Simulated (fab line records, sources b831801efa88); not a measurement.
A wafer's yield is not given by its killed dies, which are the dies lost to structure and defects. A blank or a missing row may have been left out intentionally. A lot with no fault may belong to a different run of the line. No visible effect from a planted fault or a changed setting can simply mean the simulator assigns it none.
Chamber matching | flow sky130 | SKY_LI_CONTACT_CMP_02 on cmp-01 has 4 sister chambers
The step polishes PSG. 8 wafers are shown with their chamber, then 9 later ones without.

EACH WAFER AND ITS CHAMBER
wafer  | chamber | motor-current-A (A) | slurry-filter-dp-kPa (kPa)
L429.6 | 0       | 11.7                | 13.48
L434.1 | 3       | 16.2                | 13.50
L434.3 | 0       | 11.6                | 13.44
L443.1 | 3       | 15.8                | 13.43
L443.6 | 1       | 12.4                | 13.53
L445.1 | 2       | 12.1                | 13.57
L445.2 | 1       | 11.6                | 13.65
L445.6 | 2       | 11.6                | 13.59

WAFERS WITH NO CHAMBER GIVEN
wafer  | motor-current-A (A) | slurry-filter-dp-kPa (kPa)
L448.3 | 12.3                | 13.34
L448.5 | 11.9                | 13.38
L448.6 | 11.4                | 13.59
L449.3 | 16.4                | 13.75
L449.4 | 12.0                | 13.51
L449.5 | 12.1                | 13.26
L450.2 | 15.9                | 13.64
L450.3 | 12.0                | 13.04
L450.4 | 11.7                | 13.30

EACH ONE'S CHAMBER
wafer  | from the rows above          | in truth
L448.3 | can't be placed: 0 or 2 or 1 | 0
L448.5 | 0                            | 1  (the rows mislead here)
L448.6 | can't be placed: 2 or 1 or 0 | 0
L449.3 | 3                            | 3
L449.4 | can't be placed: 0 or 2 or 1 | 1
L449.5 | 0                            | 0
L450.2 | 3                            | 3
L450.3 | 0                            | 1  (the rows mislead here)
L450.4 | 0                            | 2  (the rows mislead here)
3 of 9 placed correctly. From these rows, 3 cannot be placed; in 3 the true chamber is one of the candidates. 3 placed wrongly.
How it was worked out, from the rows above alone: a wafer's distance from a chamber is the root of the sum, over the readings, of the square of ((its reading less the chamber's mean) divided by the reading's scatter). The wafer belongs to the nearest chamber; if the next one is less than 2 further off, it can't be placed. The mean given for a chamber averages the wafers shown for that chamber. The scatter: the root of (the sum of the squares of (reading less its chamber's mean) over the shown wafers, divided by (wafers less chambers)).
